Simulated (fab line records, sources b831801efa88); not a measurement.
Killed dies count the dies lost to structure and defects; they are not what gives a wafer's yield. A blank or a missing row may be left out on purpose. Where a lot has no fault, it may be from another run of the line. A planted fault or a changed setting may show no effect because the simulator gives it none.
Matching of chambers + flow sky130 + SKY_POLY_GATE_ETCH_16 on rie-diel-04: 4 sister chambers
The step etches Si3N4 in CH3F/O2, stops on poly-Si, time 147.5 s, target depth 75 nm. 4 wafers are shown with their chamber, then 7 later ones without.

WAFERS WITH THEIR CHAMBER
| wafer  | chamber | oes-product-au (a.u.) |
|--------|---------|-----------------------|
| L568.5 | 1       | 0.638                 |
| L568.6 | 2       | 0.640                 |
| L574.2 | 0       | 0.637                 |
| L574.3 | 3       | 0.646                 |

WAFERS WITH NO CHAMBER GIVEN
| wafer  | oes-product-au (a.u.) |
|--------|-----------------------|
| L574.5 | 0.638                 |
| L576.1 | 0.648                 |
| L576.4 | 0.646                 |
| L576.5 | 0.646                 |
| L579.1 | 0.639                 |
| L579.2 | 0.644                 |
| L579.4 | 0.629                 |

EACH ONE'S CHAMBER
| wafer  | from the rows above               | in truth |
|--------|-----------------------------------|----------|
| L574.5 | can't be placed: 1 or 0 or 2      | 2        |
| L576.1 | can't be placed: 3 or 2           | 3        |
| L576.4 | can't be placed: 3 or 2           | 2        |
| L576.5 | can't be placed: 3 or 2           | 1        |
| L579.1 | can't be placed: 1 or 2 or 0 or 3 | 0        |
| L579.2 | can't be placed: 3 or 2 or 1 or 0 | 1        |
| L579.4 | can't be placed: 0 or 1 or 2      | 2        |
Placed correctly: 0 of 7. Not placeable from these rows: 7 (in 6, the candidates include the true chamber). Wrongly placed: 0.
How it was worked out, from the rows above alone: a wafer's distance from a chamber is the root of the sum, over the readings, of the square of ((its reading less the chamber's mean) divided by the reading's scatter). If the next closest chamber is less than 2 further off than the closest, the wafer can't be placed; otherwise it belongs to the closest. For every chamber, the mean is computed from those of its wafers that are shown. The scatter: root of mean squared gap, hidden wafer to nearest shown wafer, with one shown wafer a chamber.
